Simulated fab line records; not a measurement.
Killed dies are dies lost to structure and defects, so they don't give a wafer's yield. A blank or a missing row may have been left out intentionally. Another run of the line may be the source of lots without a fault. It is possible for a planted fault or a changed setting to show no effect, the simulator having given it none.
Which tool was responsible? | flow sky130 | 11 lots, 33 wafers sampled, at 5 steps of a route of 708

## WHAT THE GAUGES SHOWED, per wafer
The record lacks any reading of a measuring or inspecting step that a usual standard deviation could be used to judge.

## WHICH TOOL RAN EACH LOT (tool, then ch and the chambers of the sampled wafers, then the start)
lot  | SKY_VIA2_ETCH_15                   | SKY_VIA2_STRIP_16                    | SKY_METAL3_SPUTTER_04        | SKY_VIA3_CMP_24               | SKY_PAD_OPEN_PROBE_99
L759 | rie_diel-01 ch 2,3, day 36 09:26   | plasma_asher-01 ch 0,1, day 36 09:31 | pvd_sputter-03, day 36 11:25 | cmp-01 ch 0,3, day 39 20:41   | prober-02, day 45 23:43
L761 | rie_diel-01 ch 0,1, day 38 16:13   | plasma_asher-04 ch 1, day 38 16:16   | pvd_sputter-02, day 38 17:38 | cmp-01 ch 0,1,2, day 41 22:11 | -
L765 | rie_diel-03 ch 1,2,3, day 38 16:34 | plasma_asher-01 ch 0,1, day 38 16:39 | pvd_sputter-03, day 38 17:59 | cmp-02 ch 0,1,3, day 41 23:08 | -
L764 | rie_diel-04 ch 0,1,2, day 38 18:14 | plasma_asher-02 ch 0,1, day 38 18:17 | pvd_sputter-02, day 38 19:40 | cmp-02 ch 1,2,3, day 42 03:35 | -
L766 | rie_diel-01 ch 0,3, day 38 21:53   | plasma_asher-01 ch 0,1, day 38 21:56 | pvd_sputter-03, day 38 23:21 | cmp-01 ch 0,2,3, day 42 03:53 | -
L767 | rie_diel-03 ch 0,1,2, day 40 06:16 | plasma_asher-01 ch 0,1, day 40 06:19 | pvd_sputter-02, day 40 07:40 | cmp-02 ch 1,2, day 43 10:14   | prober-02, day 49 00:29
L768 | rie_diel-04 ch 0,3, day 40 07:01   | plasma_asher-02 ch 0,1, day 40 07:06 | pvd_sputter-02, day 40 08:26 | cmp-01 ch 1,2, day 43 11:23   | -
L774 | rie_diel-01 ch 1,3, day 41 02:17   | plasma_asher-04 ch 0,1, day 41 02:21 | pvd_sputter-02, day 41 04:35 | cmp-02 ch 1,2,3, day 44 07:10 | prober-01, day 49 14:02
L776 | rie_diel-04 ch 1,3, day 41 12:14   | plasma_asher-04 ch 0,1, day 41 12:17 | pvd_sputter-03, day 41 13:40 | cmp-01 ch 0,3, day 44 14:19   | prober-01, day 49 20:18
L778 | rie_diel-03 ch 1,2,3, day 42 00:52 | plasma_asher-01 ch 0,1, day 42 00:57 | pvd_sputter-01, day 42 02:17 | cmp-01 ch 0,2,3, day 45 02:08 | -
L781 | rie_diel-04 ch 0,1,3, day 42 19:46 | plasma_asher-04 ch 0,1, day 42 19:49 | pvd_sputter-02, day 42 21:46 | cmp-01 ch 1,2,3, day 45 19:41 | prober-01, day 50 18:13
- SKY_VIA2_ETCH_15: etches SiO2 in C4F8/O2/Ar, stops on TiN, target depth 546 nm, time 84 s.
- SKY_VIA2_STRIP_16: strips in O2/N2.
- SKY_METAL3_SPUTTER_04: material TiN, target thk 70 nm, time 58.3 s.
- SKY_VIA3_CMP_24: polishes, stops on SiO2, t overpolish 20 s, target thk 0 nm.
- SKY_PAD_OPEN_PROBE_99

## WHAT THE TOOLS THEMSELVES READ (means of the sampled wafers that have a number; where no wafer has one, the mark that the record gives instead)
SKY_VIA2_ETCH_15.
lot  | tool        | oes_product_au (a.u.)
L759 | rie_diel-01 | 0.937
L761 | rie_diel-01 | 0.936
L765 | rie_diel-03 | 0.939
L764 | rie_diel-04 | 0.935
L766 | rie_diel-01 | 0.938
L767 | rie_diel-03 | 0.941
L768 | rie_diel-04 | 0.940
L774 | rie_diel-01 | 0.934
L776 | rie_diel-04 | 0.937
L778 | rie_diel-03 | 0.939
L781 | rie_diel-04 | 0.941

SKY_VIA2_STRIP_16.
lot  | tool            | drypump_motor_current_A (A) | oes_product_au (a.u.) | strip_time_to_endpoint_s (s)
L759 | plasma_asher-01 | 5.7                         | 0.399                 | 4.08
L761 | plasma_asher-04 | 5.2                         | 0.395                 | 4.01
L765 | plasma_asher-01 | 5.6                         | 0.392                 | 4.05
L764 | plasma_asher-02 | 5.3                         | 0.398                 | 4.06
L766 | plasma_asher-01 | 5.8                         | 0.400                 | 4.02
L767 | plasma_asher-01 | 5.6                         | 0.400                 | 4.05
L768 | plasma_asher-02 | 5.3                         | 0.401                 | 4.06
L774 | plasma_asher-04 | 5.9                         | 0.403                 | 4.08
L776 | plasma_asher-04 | 5.5                         | 0.396                 | 4.07
L778 | plasma_asher-01 | 5.8                         | 0.396                 | 4.04
L781 | plasma_asher-04 | 5.5                         | 0.399                 | 4.05

SKY_METAL3_SPUTTER_04.
lot  | tool           | throttle_valve_pct (%)
L759 | pvd_sputter-03 | 28.7
L761 | pvd_sputter-02 | 31.5
L765 | pvd_sputter-03 | 29.8
L764 | pvd_sputter-02 | 31.0
L766 | pvd_sputter-03 | 29.4
L767 | pvd_sputter-02 | 30.4
L768 | pvd_sputter-02 | 30.5
L774 | pvd_sputter-02 | 31.2
L776 | pvd_sputter-03 | 28.9
L778 | pvd_sputter-01 | 29.7
L781 | pvd_sputter-02 | 30.7

SKY_VIA3_CMP_24.
lot  | tool   | motor_current_A (A) | overpolish_run_s (s) | slurry_flow_ml_min | time_to_endpoint_s (s)
L759 | cmp-01 | 10.7                | 19.998               | 150.2              | 94
L761 | cmp-01 | 11.7                | 20.007               | 149.7              | 102
L765 | cmp-02 | 10.9                | 20.004               | 149.9              | 96
L764 | cmp-02 | 10.8                | 20.002               | 149.9              | 93
L766 | cmp-01 | 11.8                | 20.002               | 149.9              | 95
L767 | cmp-02 | 11.8                | 20.008               | 150.0              | 98
L768 | cmp-01 | 11.4                | 19.998               | 150.2              | 95
L774 | cmp-02 | 10.6                | 0.036                | 150.0              | 149
L776 | cmp-01 | 11.1                | 19.990               | 150.2              | 93
L778 | cmp-01 | 11.1                | 20.002               | 149.8              | 94
L781 | cmp-01 | 10.9                | 20.001               | 150.0              | 92

SKY_PAD_OPEN_PROBE_99.
lot  | tool      | defect_limited_yield (%) | killed_at_M0_to_M3 | killed_at_M4_up | killed_at_contacts | killed_at_front_end | killed_at_other | killed_dies | killed_on_rim | killed_open | killed_short | sort_bin_3_pad_short (%) | sort_bin_5_function (%) | sort_bin_6_memory (%) | sort_n_pass | sort_yield_pct (%)
L759 | prober-02 | 81.1                     | 44                 | 3.7             | 30                 | 15                  | 1.0             | 93          | 19            | 52          | 41           | 0.7                      | 11.7                    | 6.4                   | 399         | 81.1
L767 | prober-02 | 81.8                     | 47                 | 2.0             | 24                 | 15                  | 1.0             | 89          | 18            | 45          | 42           | 0.8                      | 10.5                    | 6.9                   | 403         | 81.8
L774 | prober-01 | 0.0                      | 456                | 4.0             | 20                 | 12                  | 0.0             | 492         | 96            | 43          | 36           | 85.0                     | 9.2                     | 5.8                   | 0           | 0.0
L776 | prober-01 | 84.6                     | 38                 | 1.7             | 21                 | 15                  | 0.3             | 76          | 15            | 39          | 36           | 0.9                      | 8.0                     | 6.4                   | 416         | 84.6
L781 | prober-01 | 83.9                     | 43                 | 3.7             | 21                 | 11                  | 0.3             | 79          | 15            | 47          | 31           | 0.5                      | 9.8                     | 5.8                   | 413         | 83.9

## THE ANSWER, worked out from the rows above alone
Rule: what is usual is taken from the lots themselves. Put in order of their means at a reading, lots are off if they are a third of the lots or fewer, leave a main group of 4 or more, and stand apart from it by a gap of 3 or more times the standard deviation of the main group's means; of several such gaps the widest counts. A main group is skipped when, at the precision printed for the reading in the tables above, its means are all equal. Also off: a lot with no number at a reading for which 4 or more lots have one. Any other lot the step has rows for is counted as sound. After the gauges, taken in route order, come the tools' own readings; for these a lot's mean is taken, as printed above. At the first step where some lot is off, the reading lying furthest off is the one used; lots without a number count as furthest.
Off at SKY_VIA3_CMP_24 (overpolish_run_s): L774. The main group has a mean of 20.001 s with a standard deviation of 0.0049.
A tool fits if, at that step or a process step before it, it ran every lot that is off, and no sound lot after the first of them. Can't be told from this: 2 tools fit, rie_diel-01 at SKY_VIA2_ETCH_15, cmp-02 at SKY_VIA3_CMP_24.

## WHAT THE SIMULATOR HAD INSERTED
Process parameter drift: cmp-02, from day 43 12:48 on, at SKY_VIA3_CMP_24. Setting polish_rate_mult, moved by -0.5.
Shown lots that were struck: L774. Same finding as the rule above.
